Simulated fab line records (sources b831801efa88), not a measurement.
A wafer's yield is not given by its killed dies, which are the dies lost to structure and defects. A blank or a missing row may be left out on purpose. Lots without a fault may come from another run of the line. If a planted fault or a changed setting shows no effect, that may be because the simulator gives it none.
Problem report, 8D (eight disciplines) form, completed by code	flow sky130	the parts of the form that need people (team, actions taken, sign-off) are left out

== 1. PROBLEM STATEMENT ==
Wafers without a fault read 14.999, standard deviation 0.004; beam-energy-keV at SKY_LDD_LDN_IMPLANT_08 reads a mean of 14.592 on 6 wafers belonging to 2 lots. So: -99 or more standard deviations from the usual mean.
First seen on wafer L120.3, day 26 12:53, on implanter-04. Wafers with a number at this step in the record: 39, from 13 lots. By rule, "out" or "out of limits" means more than 4 standard deviations away from the usual mean. The other wafers with a number count as sound.

== 2. WHAT IT IS; WHAT IT IS NOT ==
question	is	is not
which readings at this step	beam-energy-keV	-
which lots	L120, L124	L111, L112, L113, L114, L115, L116, L123, L127, L129, L130, L133
which wafers of those lots	all that have a number	-
read on which tools	implanter-04	implanter-01, implanter-02
when	from day 26 12:53	up to then (18 sound wafers); but 15 sound wafers of L123, L127, L129, L130, L133 came after

== 3. WHAT RULES OUT EACH SUSPECT ==
Counting: a tool at any process step up to the reading remains a suspect when it ran all the lots that are out and ran no sound lot after the first of those.
- implanter-04 at SKY_LDD_LDN_IMPLANT_08: ruled out as a lasting fault. The sound lots L130 went through it after L120, its earliest lot that is out (day 26 12:53).
Left after counting: nothing in the record.

== 4. THE CAUSE (what the simulator had put in) ==
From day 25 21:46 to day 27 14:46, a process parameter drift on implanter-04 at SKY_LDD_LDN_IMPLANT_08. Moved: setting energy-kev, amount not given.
Counting ruled it out, wrongly.

== 5. THE EFFECT CHAIN, in route order ==
Each row: a reading where the mean over the struck wafers with a number is more than 3 standard deviations away from the usual. Scope: only readings with a usual standard deviation given in the record; hours: median across lots of the time from each lot's start at the first step in this table that gives one to its start at this step; sigmas: change in usual standard deviations.
hours	step	reading	usual	on struck wafers	change	sigmas
0	SKY_LDD_LDN_IMPLANT_08	beam-energy-keV	14.999	14.592	-0.407	-99 or more
It contains these process steps:
- SKY_LDD_LDN_IMPLANT_08
Later measuring or inspecting steps at which every struck wafer that the step has a row for has a number for every such reading, and none has moved that far: SKY_POLY_CUT_CD_MEAS_08.

== 6. WHAT WOULD HAVE CAUGHT IT SOONER ==
In this record the first reading out of limits was taken at day 26 12:53, 15 hours after the fault began at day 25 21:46.
